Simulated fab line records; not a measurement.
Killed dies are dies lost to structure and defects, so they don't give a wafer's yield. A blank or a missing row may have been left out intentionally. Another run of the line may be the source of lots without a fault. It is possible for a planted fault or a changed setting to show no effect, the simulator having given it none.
fab line records    flow sky130
record: lots: 6  wafers: 18  last_day: 50
route steps=708 shown METAL2@501 VIA2@507 PAD_OPEN@708
lots with no fault: from the same line, run without faults
start_h: the number of hours between the record's first day and the start of the first shown wafer of the lot    wait_h: time in hours since the lot's previous step    " identical to the entry in the row above    L1.1+2: a row that stands for several wafers    - no value present, or no start provided    * or withheld: withheld    < > ~ a bound
route shown NAME@n: NAME is a module with steps in the file, n the number in the route of the first one    usual: mean and standard deviation over wafers with no fault    same: alike in all rows    chamber/n: place in a boat    sites: each site's reading    _std_site: how widely they spread, as a standard deviation    _edge_site: inner sites' mean taken away from outer sites' mean    radius_mm: how far each site lies from the wafer's centre    mask NAME#n: copy n    behind: tool/chamber where the wafer was last shaped    hold: cause of the lot's hold/its duration in hours/its outcome    device: which transistor (n, p or np) failed to switch    end of line: tests of these same wafers at the route's end    a step without rows: its recipe alone    killed: not the wafer's yield, but the dies lost to structure and defects at the first sort    map: per-die view of a wafer (x killed, . not killed, _ where there is no die)
set.NAME: the setting that was run; set.NAME@STEP: the one run at that earlier step    model.NAME: the simulator's own value behind a step, which no gauge read
certain route steps with their lots: each step a table, each wafer a row
services: from which hour (start_h, from the record's first day; less than 0 if before it) a tool's chamber was out of use, for how many hours, and why
== steps ==
step: SKY_METAL2_ETCH_18
recipe: chemistry: N2/H2  target: BARC  ion_energy_ev: 200  bias_w: 100  pressure_mtorr: 30  n2_flow_sccm: 100  h2_flow_sccm: 200  icp_w: 500  stop_on: SiO2  time_s: 45.9  target_depth_a: 600
usual: drypump_motor_current_A: 5.4/0.48  he_backside_leak_sccm: 3.3/0.32  oes_product_au: 0.855/0.0046  throttle_valve_pct: 13.223/0.009
lot.wafer  tool          chamber  start_h  wait_h  drypump_motor_current_A  he_backside_leak_sccm  oes_product_au  rf_hours_counter_h  throttle_valve_pct
L922.1     rie_metal-02  1        855.09   0.0     5.7                      3.1                    0.855           15                  13.214
L922.4     "             0        "        "       4.8                      3.0                    0.849           -                   13.219
L922.5     "             1        "        "       5.7                      3.3                    0.854           -                   13.228
L923.2     rie_metal-02  0        864.63   0.0     4.8                      3.0                    0.854           8                   13.238
L923.3     "             1        "        "       5.7                      3.1                    0.858           -                   13.228
L923.6     "             0        "        "       4.8                      3.1                    0.851           -                   13.217
L926.1     rie_metal-01  0        890.53   0.0     5.7                      3.2                    0.855           3                   13.223
L926.3     "             1        "        "       5.8                      3.1                    0.858           -                   13.234
L926.6     "             1        "        "       5.8                      3.3                    0.859           -                   13.234
L936.3     rie_metal-03  0        964.41   0.0     6.1                      3.5                    0.848           -                   13.224
L936.5     "             1        "        "       5.1                      3.2                    0.851           -                   13.237
L936.6     "             0        "        "       6.1                      3.6                    0.851           -                   13.218
L938.1     rie_metal-02  1        980.58   0.0     5.7                      3.3                    0.853           21                  13.212
L938.2     "             0        "        "       4.7                      3.1                    0.864           13                  13.225
L938.6     "             1        "        "       5.7                      3.2                    0.845           -                   13.205
L940.1     rie_metal-01  1        990.33   0.0     5.9                      3.2                    0.848           13                  13.224
L940.3     "             0        "        "       5.7                      3.1                    0.853           -                   13.226
L940.4     "             1        "        "       5.8                      3.1                    0.855           -                   13.232
step: SKY_METAL2_METAL_ETCH_19
recipe: target_depth_a: 3600  stop_on: SiO2  over_etch_frac: 0.3  time_s: 78  chemistry: Cl2/BCl3  resist_sidewall_deg: 88  pressure_mtorr: 10  icp_w: 900  bias_w: 48.5  Cl2_flow_sccm: 60  bcl3_flow_sccm: 30
usual: drypump_motor_current_A: 5.4/0.48  he_backside_leak_sccm: 3.23/0.26  oes_product_au: 0.854/0.0061  throttle_valve_pct: 22.263/0.0094
lot.wafer  tool          chamber  start_h  wait_h  drypump_motor_current_A  he_backside_leak_sccm  oes_product_au  rf_hours_counter_h  throttle_valve_pct
L922.1     rie_metal-02  1        855.15   0.0     5.7                      3.09                   0.861           15                  22.284
L922.4     "             0        "        "       4.8                      2.98                   0.858           -                   22.255
L922.5     "             1        "        "       5.7                      3.26                   0.857           -                   22.260
L923.2     rie_metal-02  0        864.69   0.0     4.8                      3.20                   0.855           8                   22.247
L923.3     "             1        "        "       5.7                      3.09                   0.852           -                   22.261
L923.6     "             0        "        "       4.8                      3.21                   0.855           -                   22.244
L926.1     rie_metal-01  0        890.59   0.0     5.7                      3.21                   0.849           3                   22.265
L926.3     "             1        "        "       5.8                      3.30                   0.854           -                   22.260
L926.6     "             1        "        "       5.8                      3.25                   0.858           -                   22.266
L936.3     rie_metal-03  0        964.48   0.1     6.1                      3.56                   0.850           -                   22.264
L936.5     "             1        "        "       5.0                      3.35                   0.860           -                   22.256
L936.6     "             0        "        "       6.1                      3.86                   0.862           -                   22.261
L938.1     rie_metal-02  1        980.65   0.0     5.7                      3.22                   0.852           21                  22.264
L938.2     "             0        "        "       4.7                      3.15                   0.855           13                  22.265
L938.6     "             1        "        "       5.7                      3.06                   0.850           -                   22.264
L940.1     rie_metal-01  1        990.40   0.0     5.8                      3.20                   0.859           13                  22.266
L940.3     "             0        "        "       5.6                      3.26                   0.852           -                   22.264
L940.4     "             1        "        "       5.8                      3.21                   0.858           -                   22.274
step: SKY_METAL2_STRIP_20
recipe: chemistry: O2/N2  power_w: 1400  pressure_mtorr: 1500  platen_temp_c: withheld  o2_flow_sccm: 3000  n2_flow_sccm: 300  overash_fraction: 0.5
usual: drypump_motor_current_A: 5.7/0.3  oes_product_au: 0.343/0.0046  strip_time_to_endpoint_s: 2.703/0.027
same: overash_fraction: 0.5
lot.wafer  tool             chamber  start_h  wait_h  drypump_motor_current_A  oes_product_au  rf_hours_counter_h  strip_time_to_endpoint_s
L922.1     plasma_asher-03  1        855.24   0.1     5.6                      0.334           74                  2.687
L922.4     "                0        "        "       5.5                      0.340           -                   2.679
L922.5     "                1        "        "       5.6                      0.350           -                   2.699
L923.2     plasma_asher-03  0        864.78   0.1     5.6                      0.344           75                  2.695
L923.3     "                0        "        "       5.5                      0.345           -                   2.695
L923.6     "                0        "        "       5.6                      0.342           -                   2.699
L926.1     plasma_asher-02  0        890.68   0.1     6.0                      0.341           15                  2.692
L926.3     "                0        "        "       6.1                      0.347           -                   2.703
L926.6     "                1        "        "       5.7                      0.347           -                   2.719
L936.3     plasma_asher-02  1        964.57   0.1     5.6                      0.341           -                   2.717
L936.5     "                1        "        "       5.7                      0.344           -                   2.715
L936.6     "                0        "        "       6.0                      0.337           -                   2.679
L938.1     plasma_asher-02  0        980.74   0.1     6.1                      0.348           25                  2.778
L938.2     "                1        "        "       5.7                      0.347           25                  2.764
L938.6     "                0        "        "       6.1                      0.350           -                   2.745
L940.1     plasma_asher-03  1        990.49   0.1     5.6                      0.338           86                  2.680
L940.3     "                0        "        "       5.5                      0.337           -                   2.677
L940.4     "                1        "        "       5.6                      0.346           -                   2.684
step: SKY_METAL2_STRIP_21
recipe: chemistry: post_etch_residue_remover  time_s: 1200  temp_c: 72.5
step: SKY_METAL2_CLEAN_22
recipe: chemistry: IPA  time_s: 180  temp_c: 25
step: SKY_METAL2_CLEAN_23
recipe: chemistry: O3/DIW  dry: n2_spin
step: SKY_VIA2_HDPCVD_00
recipe: material: SiO2  target_thk_nm: 1180  sigma_open_frac: 0.3  time_s: 196.7  temp_c: 400  sih4_flow_sccm: 60  pressure_mtorr: 6
step: SKY_VIA2_THK_MEAS_01
recipe: reads: SiO2_of_VIA2_HDPCVD_00
usual: VIA2_HDPCVD_THK: 1186/9.8
lot.wafer  tool           chamber  start_h  wait_h  VIA2_HDPCVD_THK[nm]
L922.1     film_metro-01  -        855.96   0.1     1189
L922.4     "              -        "        "       1169
L922.5     "              -        "        "       1182
L923.2     film_metro-02  -        865.54   0.1     1185
L923.3     "              -        "        "       1172
L923.6     "              -        "        "       1172
L926.1     film_metro-01  -        891.40   0.1     1203
L926.3     "              -        "        "       1201
L926.6     "              -        "        "       1193
L936.3     film_metro-01  -        965.28   0.1     1180
L936.5     "              -        "        "       1176
L936.6     "              -        "        "       1182
L938.1     film_metro-03  -        981.45   0.1     1183
L938.2     "              -        "        "       1178
L938.6     "              -        "        "       1173
L940.1     film_metro-02  -        991.21   0.1     1202
L940.3     "              -        "        "       1210
L940.4     "              -        "        "       1198
step: SKY_VIA2_CMP_02
recipe: material: SiO2  down_force_psi: 4  platen_rpm: 60  pad_velocity_m_s: 0.94248
usual: motor_current_A: 12.6/1.2
lot.wafer  tool    chamber  start_h  wait_h  motor_current_A
L922.1     cmp-02  0        856.02   0.1     13.5
L922.4     "       2        "        "       13.5
L922.5     "       1        "        "       12.2
L923.2     cmp-01  3        865.64   0.1     10.5
L923.3     "       0        "        "       13.9
L923.6     "       2        "        "       10.4
L926.1     cmp-01  3        891.46   0.1     11.5
L926.3     "       2        "        "       10.9
L926.6     "       0        "        "       13.8
L936.3     cmp-01  1        965.47   0.2     11.9
L936.5     "       2        "        "       10.8
L936.6     "       3        "        "       11.2
L938.1     cmp-02  1        981.51   0.1     12.7
L938.2     "       0        "        "       13.8
L938.6     "       2        "        "       14.3
L940.1     cmp-01  3        991.27   0.1     10.9
L940.4     "       0        "        "       14.1
L940.3     "       1        "        "       12.1
step: SKY_VIA2_BOW_MEAS_03
recipe: mode: bow
usual: VIA2_BOW: 85/7.1
lot.wafer  tool           chamber  start_h  wait_h  VIA2_BOW[um]
L922.1     film_metro-03  -        856.32   0.2     91
L922.4     "              -        "        "       79
L922.5     "              -        "        "       83
L923.2     film_metro-03  -        865.91   0.2     87
L923.3     "              -        "        "       80
L923.6     "              -        "        "       91
L926.1     film_metro-01  -        891.76   0.2     93
L926.3     "              -        "        "       84
L926.6     "              -        "        "       83
L936.3     film_metro-03  -        965.66   0.1     91
L936.5     "              -        "        "       75
L936.6     "              -        "        "       73
L938.1     film_metro-03  -        981.81   0.2     101
L938.2     "              -        "        "       94
L938.6     "              -        "        "       85
L940.1     film_metro-03  -        991.57   0.2     92
L940.3     "              -        "        "       72
L940.4     "              -        "        "       78
step: SKY_VIA2_DEHYDRATE_04
recipe: temp_c: 200  time_s: 60
step: SKY_VIA2_HMDS_05
recipe: prime_time_s: 60  prime_temp_c: 120
step: SKY_VIA2_COAT_06
recipe: resist: BARC  temp_c: withheld  time_s: withheld  spin_rpm: 3000  resist_thk_nm: 60
lot.wafer   tool            chamber  start_h  wait_h
L922.1+4+5  litho_track-03  0        869.13   0.1
L923.2+3+6  litho_track-04  0        878.66   0.1
L926.1+3+6  litho_track-02  0        904.28   0.1
L936.3+5+6  litho_track-02  0        977.68   0.1
L938.1+2+6  litho_track-02  0        992.68   0.1
L940.1+3+4  litho_track-03  0        1002.43  0.1
step: SKY_VIA2_COAT_07
recipe: resist: KrF-thick  spin_rpm: 3000  resist_thk_nm: 450
step: SKY_VIA2_SOFTBAKE_08
recipe: temp_c: 100  time_s: 90  resist: KrF-thick
step: SKY_VIA2_EXPOSE_09
recipe: mask_id: VIM2  na: 0.8  source_shape: annular  sigma_inner: 0.55  sigma_outer: 0.85  target_cd_nm: 200  dose_mj: 38
step: SKY_VIA2_PEB_10
recipe: peb_temp_c: withheld  peb_time_s: withheld  resist: KrF-thick
step: SKY_VIA2_DEVELOP_11
recipe: develop_time_s: 60  resist: KrF-thick  dev_temp_c: 21
step: SKY_VIA2_CD_MEAS_12
recipe: target_cd_nm: 200
usual: cd_nm: 200.0/1.3
lot.wafer  tool       chamber  start_h  wait_h  cd_nm
L922.1     cd_sem-02  -        882.24   -       200.1
L922.4     "          -        "        "       200.3
L922.5     "          -        "        "       200.1
L923.2     cd_sem-01  -        891.51   -       200.0
L923.3     "          -        "        "       198.5
L923.6     "          -        "        "       200.2
L926.1     cd_sem-02  -        916.58   -       198.9
L926.3     "          -        "        "       198.0
L926.6     "          -        "        "       200.1
L936.3     cd_sem-01  -        991.02   -       200.5
L936.5     "          -        "        "       198.8
L936.6     "          -        "        "       198.9
L938.1     cd_sem-01  -        1004.88  -       200.2
L938.2     "          -        "        "       202.4
L938.6     "          -        "        "       201.2
L940.1     cd_sem-01  -        1014.88  -       199.8
L940.3     "          -        "        "       199.2
L940.4     "          -        "        "       198.8
step: SKY_VIA2_OVL_MEAS_13
usual: VIA2_OVL: -3/5
lot.wafer  tool        chamber  start_h  wait_h  VIA2_OVL[nm]
L922.1     overlay-02  -        882.36   0.1     -2
L922.4     "           -        "        "       5
L922.5     "           -        "        "       -1
L923.2     overlay-01  -        891.61   0.1     9
L923.3     "           -        "        "       7
L923.6     "           -        "        "       -2
L926.1     overlay-01  -        916.70   0.1     1
L926.3     "           -        "        "       -5
L926.6     "           -        "        "       -3
L936.3     overlay-01  -        991.11   0.1     -9
L936.5     "           -        "        "       -5
L936.6     "           -        "        "       -1
L938.1     overlay-01  -        1005.00  0.1     -5
L938.2     "           -        "        "       -5
L938.6     "           -        "        "       -9
L940.1     overlay-02  -        1015.00  0.1     -3
L940.3     "           -        "        "       -6
L940.4     "           -        "        "       -10
step: SKY_VIA2_ETCH_14
recipe: chemistry: N2/H2  target: BARC  ion_energy_ev: 200  source_w: 500  bias_w: 100  pressure_mtorr: 30  n2_flow_sccm: 100  h2_flow_sccm: 200  stop_on: SiO2  time_s: 45.9  target_depth_a: 600
usual: drypump_motor_current_A: 5.93/0.28  oes_product_au: 0.855/0.0046  throttle_valve_pct: 13.226/0.011
lot.wafer  tool         chamber  start_h  wait_h  drypump_motor_current_A  oes_product_au  rf_hours_counter_h  throttle_valve_pct  model.etch.depth_nm
L922.1     rie_diel-04  0        882.39   0.0     6.01                     0.850           21                  13.254              60.19
L922.4     "            3        "        "       5.57                     0.845           14                  13.211              60.06
L922.5     "            2        "        "       5.65                     0.852           -                   13.236              59.87
L923.2     rie_diel-02  3        891.64   0.0     5.80                     0.856           8                   13.216              60.16
L923.3     "            0        "        "       6.12                     0.866           8                   13.225              60.03
L923.6     "            1        "        "       6.40                     0.852           -                   13.213              59.85
L926.1     rie_diel-02  3        916.74   0.0     5.79                     0.851           9                   13.232              60.07
L926.3     "            0        "        "       6.12                     0.850           9                   13.244              59.71
L926.6     "            0        "        "       6.09                     0.853           -                   13.233              60.01
L936.3     rie_diel-04  2        991.13   0.0     5.70                     0.874           11                  13.243              61.41
L936.5     "            0        "        "       6.01                     0.858           -                   13.216              61.58
L936.6     "            1        "        "       6.17                     0.868           -                   13.243              61.67
L938.1     rie_diel-02  3        1005.04  0.0     5.79                     0.869           11                  13.218              61.7
L938.2     "            0        "        "       6.10                     0.866           12                  13.231              61.65
L938.6     "            2        "        "       6.08                     0.871           -                   13.208              61.61
L940.1     rie_diel-01  3        1015.04  0.0     5.46                     0.851           22                  13.233              60.27
L940.3     "            2        "        "       6.32                     0.851           19                  13.237              60.03
L940.4     "            0        "        "       5.58                     0.857           21                  13.214              60.29
step: SKY_VIA2_ETCH_15
recipe: target: SiO2  chemistry: C4F8/O2/Ar  target_depth_nm: 546  stop_on: TiN  mask_material: KrF-thick  source_w: 1500  bias_w: 1200  pressure_mtorr: 40  c4f8_flow_sccm: withheld  O2_flow_sccm: 6  Ar_flow_sccm: 300  time_s: 84
usual: oes_product_au: 0.940/0.0051
lot.wafer  tool         chamber  start_h  wait_h  oes_product_au  rf_hours_counter_h
L922.1     rie_diel-04  0        882.44   0.0     0.933           21
L922.4     "            3        "        "       0.939           14
L922.5     "            2        "        "       0.944           -
L923.2     rie_diel-02  3        891.69   0.0     0.940           8
L923.3     "            0        "        "       0.943           8
L923.6     "            1        "        "       0.937           -
L926.1     rie_diel-02  3        916.78   0.0     0.936           9
L926.3     "            0        "        "       0.939           9
L926.6     "            0        "        "       0.932           -
L936.3     rie_diel-04  2        991.18   0.0     0.945           11
L936.5     "            0        "        "       0.930           -
L936.6     "            1        "        "       0.937           -
L938.1     rie_diel-02  3        1005.08  0.0     0.934           11
L938.2     "            0        "        "       0.947           12
L938.6     "            2        "        "       0.931           -
L940.1     rie_diel-01  3        1015.08  0.0     0.938           22
L940.3     "            2        "        "       0.935           19
L940.4     "            0        "        "       0.945           21
step: SKY_PAD_OPEN_PROBE_99
usual: defect_limited_yield: 82.4/1.8  killed_at_M0_to_M3: 44/7.2  killed_at_M4_up: 3.5/1.8  killed_at_contacts: 25/5.1  killed_at_front_end: 14/4.4  killed_at_other: 0.4/0.58  killed_dies: 87/9.1  killed_open: 48/6.9  killed_short: 38/6.3  sort_bin_3_pad_short: 0.9/0.43  sort_bin_5_function: 10.5/1.5  sort_bin_6_memory: 6.3/1.1  sort_n_pass: 405/9.1  sort_yield_pct: 82.4/1.8
same: gross_dies: 492  killed_at_back_side: 0  sort_bin_4_leakage[%]: 0  sort_bin_8_speed[%]: 0
lot.wafer  tool       chamber  start_h  wait_h  defect_limited_yield[%]  killed_at_M0_to_M3  killed_at_M4_up  killed_at_contacts  killed_at_front_end  killed_at_other  killed_dies  killed_open  killed_short  sort_bin_3_pad_short[%]  sort_bin_5_function[%]  sort_bin_6_memory[%]  sort_n_pass  sort_yield_pct[%]
L938.1     prober-02  -        1194.65  0.1     83.5                     45                  3                22                  11                   0                81           45           36            0.8                      9.3                     6.3                   411          83.5
L938.2     prober-02  -        1194.70  0.1     82.9                     46                  4                24                  10                   0                84           53           31            0.8                      9.6                     6.7                   408          82.9
L938.6     prober-02  -        1194.90  0.2     84.6                     24                  5                27                  18                   2                76           45           31            1.0                      8.3                     6.1                   416          84.6
killed by level:class
L938.1 VIA1:geometric_particle:open=11 VIA2:geometric_particle:open=8 CONTACT:geometric_particle:open=8 METAL1:geometric_particle:short=8 LI_CONTACT:geometric_particle:open=7 VIA3:geometric_particle:open=5 METAL2:geometric_particle:short=4 VIA2:geometric_particle:short=4
L938.2 VIA1:geometric_particle:open=14 LI_CONTACT:geometric_particle:open=13 VIA1:geometric_particle:short=8 CONTACT:geometric_particle:open=7 METAL2:geometric_particle:short=6 VIA2:geometric_particle:open=5 VIA3:geometric_particle:open=5 FIELD_ISO:geometric_particle:short=4
L938.6 CONTACT:geometric_particle:open=10 FIELD_ISO:geometric_particle:short=9 LI_CONTACT:geometric_particle:open=8 VIA1:geometric_particle:open=5 VIA2:geometric_particle:open=5 CONTACT:geometric_particle:short=4 POLY_GATE:geometric_particle:open=3 METAL2:geometric_particle:short=3
== services ==
tool             chamber  start_h  hours  kind
rie_diel-04      3        831.10   4.7    repair
cmp-02           -        838.15   7.0    pm
cmp-01           -        852.07   6.3    repair
cmp-01           -        854.87   1.4    repair
cmp-02           -        860.16   3.2    pm
rie_diel-01      0        890.36   3.6    repair
cmp-02           -        907.59   3.9    repair
cmp-01           -        912.12   4.0    pm
plasma_asher-03  -        919.48   2.4    repair
rie_diel-02      3        923.67   1.5    repair
rie_metal-03     1        934.91   2.4    repair
cmp-01           -        937.70   15.6   repair
cmp-01           -        943.40   0.6    repair
plasma_asher-03  -        948.72   15.6   pm
rie_diel-04      3        960.73   11.2   repair
cmp-01           -        967.69   0.7    repair
plasma_asher-03  -        968.03   0.8    repair
cmp-02           -        971.85   2.5    repair
rie_metal-02     1        985.47   3.7    repair
rie_metal-02     1        989.14   -      clean
rie_metal-02     1        989.14   25.7   scheduled_down
rie_diel-04      2        998.71   12.8   repair
cmp-02           -        999.34   0.9    repair
rie_diel-04      -        1011.29  0.9    repair
== key ==
first_sign: step: SKY_VIA2_ETCH_14  reading: oes_product_au  direction: up  sigmas: 2.8  usual: 0.855  struck: 0.868
effect none on later readings
model_effect: step: SKY_VIA2_ETCH_14  value: etch.depth_nm  without: 60  struck: 61.6
met_at SKY_VIA2_COAT_06
struck_wafers L936.3,L936.5,L936.6,L938.1,L938.2,L938.6
onset_between 904.28 977.68
also_fits SKY_METAL2_STRIP_20:plasma_asher-02
fault: kind: process_parameter_drift  tool: litho_track-02  chamber: -  onset_h: 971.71  steps: SKY_VIA2_COAT_06  channel: resist_thk_nm  offset: 1.602  shape: step  end_h: 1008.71  acts_in: these_recipes_only  stated: 60
